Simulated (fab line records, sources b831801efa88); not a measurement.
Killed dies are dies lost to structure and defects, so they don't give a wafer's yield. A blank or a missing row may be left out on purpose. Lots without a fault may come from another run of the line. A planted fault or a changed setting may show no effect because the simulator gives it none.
A struck lot beside a sound one | flow sky130 | 15 steps out of a route of 708
Sound: wafers L943.1, L943.4, L943.6. Struck: wafers L942.1, L942.4, L942.6. The cause comes at the end.
At each step with rows: each side's tool, then ch and its chambers, then its first start. Under that, the readings that differ: sound wafers | struck wafers | difference of the means | sigmas: that difference in standard deviations of wafers without a fault.
alike: readings whose means differ by less than 2 such deviations, and words and numbers that are the same on both sides. not compared: withheld readings, readings that some wafer has no value for, bounds like >300 that may hide the same value, and numbers for which the record gives no deviation and whose values overlap.
The two part at a step that has a row with sigmas, a row that says differs or no value, or rows on one side only. Numbers that don't overlap but have no deviation are shown without sigmas and don't part them. A reading that every wafer of one side lacks parts them only if that side has two wafers or more.

first, 7 steps without rows for these wafers: SKY_PAD_OPEN_DEHYDRATE_00 (time 60 s); SKY_PAD_OPEN_HMDS_01 (prime time 60 s); SKY_PAD_OPEN_COAT_02 (resist thk 3000 nm); SKY_PAD_OPEN_SOFTBAKE_03; SKY_PAD_OPEN_EXPOSE_04 (exposes mask PDM, target cd 60000 nm); SKY_PAD_OPEN_PEB_05; SKY_PAD_OPEN_DEVELOP_06 (develop time 60 s).
SKY_PAD_OPEN_ETCH_07: etches the open film in CF4/O2, stops on AlCu, target depth 725 nm, time 161.1 s.
  sound on rie_diel-03 ch 1,2, day 50 10:41; struck on rie_diel-04 ch 0,2, day 50 06:09
  alike: drypump_motor_current_A, oes_product_au, throttle_valve_pct
  not compared: rf_hours_counter_h
SKY_PAD_OPEN_STRIP_08: strips in O2/N2.
  sound on plasma_asher-02 ch 0, day 50 10:47; struck on plasma_asher-01 ch 1, day 50 06:16
  reading                     | sound       | struck      | difference | sigmas
  drypump_motor_current_A (A) | 6.1 6.1 6.1 | 4.7 4.7 4.7 | -1.4       | -3
  alike: oes_product_au, strip_time_to_endpoint_s
  not compared: rf_hours_counter_h
then, 3 steps without rows for these wafers: SKY_PAD_OPEN_STRIP_09 (strips in post etch residue remover, time 1200 s); SKY_PAD_OPEN_CLEAN_10 (cleans in IPA, time 180 s); SKY_PAD_OPEN_CLEAN_11 (cleans in O3/DIW).
SKY_PAD_OPEN_ANNEAL_12:
  sound on furnace-02 ch 0, day 50 11:26; struck on furnace-01 ch 0, day 50 06:59
  reading                  | sound             | struck            | difference | sigmas
  spike_tc_bottom_C (C)    | 425.5 425.4 422.9 | 388.9 387.4 387.4 | -36.7      | -33
  spike_tc_centre_C (C)    | 400.2 400.7 400.6 | 364.2 363.4 363.3 | -36.9      | -39
  spike_tc_lower_C (C)     | 400.1 402.0 399.0 | 362.8 360.2 361.7 | -38.8      | -35
  spike_tc_top_C (C)       | 428.8 428.4 429.5 | 393.1 392.6 391.2 | -36.6      | -33
  spike_tc_upper_C (C)     | 399.9 400.5 400.3 | 361.8 360.5 358.3 | -40.0      | -33
  zone_power_top_pct (%)   | 9.68 9.66 9.57    | 8.16 8.16 8.12    | -1.49      | -9
  zone_power_upper_pct (%) | 4.53 4.51 4.48    | 3.80 3.69 3.81    | -0.74      | -7
SKY_PAD_OPEN_BOW_MEAS_13:
  sound on film_metro-04, day 50 12:56; struck on film_metro-04, day 50 08:29
  reading           | sound    | struck   | difference | sigmas
  PAD_OPEN_BOW (um) | 37 33 31 | 60 55 59 | +24        | +3
SKY_PAD_OPEN_PROBE_99:
  sound on prober-02, day 50 13:03; struck on prober-01, day 50 08:36
  reading                                          | sound                | struck               | difference | sigmas
  model.etest.diode_pdiff_fingers.leak_log10_a_cm2 | -6.752 -6.529 -6.577 | -6.293 -6.186 -6.449 | +0.310     |
  model.etest.nfet_01v8.off_log10_a_um             | -13.39 -13.39 -13.32 | -12.99 -13.23 -13.08 | +0.27      |
  model.etest.nfet_01v8_turned.off_log10_a_um      | -13.47 -13.44 -13.43 | -13.26 -13.32 -13.17 | +0.20      |
  alike: defect_limited_yield, killed_at_M0_to_M3, killed_at_M4_up, killed_at_contacts, killed_at_front_end, killed_at_other, killed_dies, killed_open, killed_short, sort_bin_3_pad_short, sort_bin_5_function, sort_bin_6_memory, sort_n_pass, sort_yield_pct
  not compared: model.etest.diode_ndiff_fingers.leak_log10_a_cm2, model.etest.nfet_01v8_swapped.off_log10_a_um, model.etest.nfet_g5v0d10v5.off_log10_a_um

WHERE THEY PART
First at SKY_PAD_OPEN_STRIP_08; last, within this record, at SKY_PAD_OPEN_BOW_MEAS_13. Later steps at which nothing parts them and some readings are alike: SKY_PAD_OPEN_PROBE_99.

WHY: what the simulator had put in
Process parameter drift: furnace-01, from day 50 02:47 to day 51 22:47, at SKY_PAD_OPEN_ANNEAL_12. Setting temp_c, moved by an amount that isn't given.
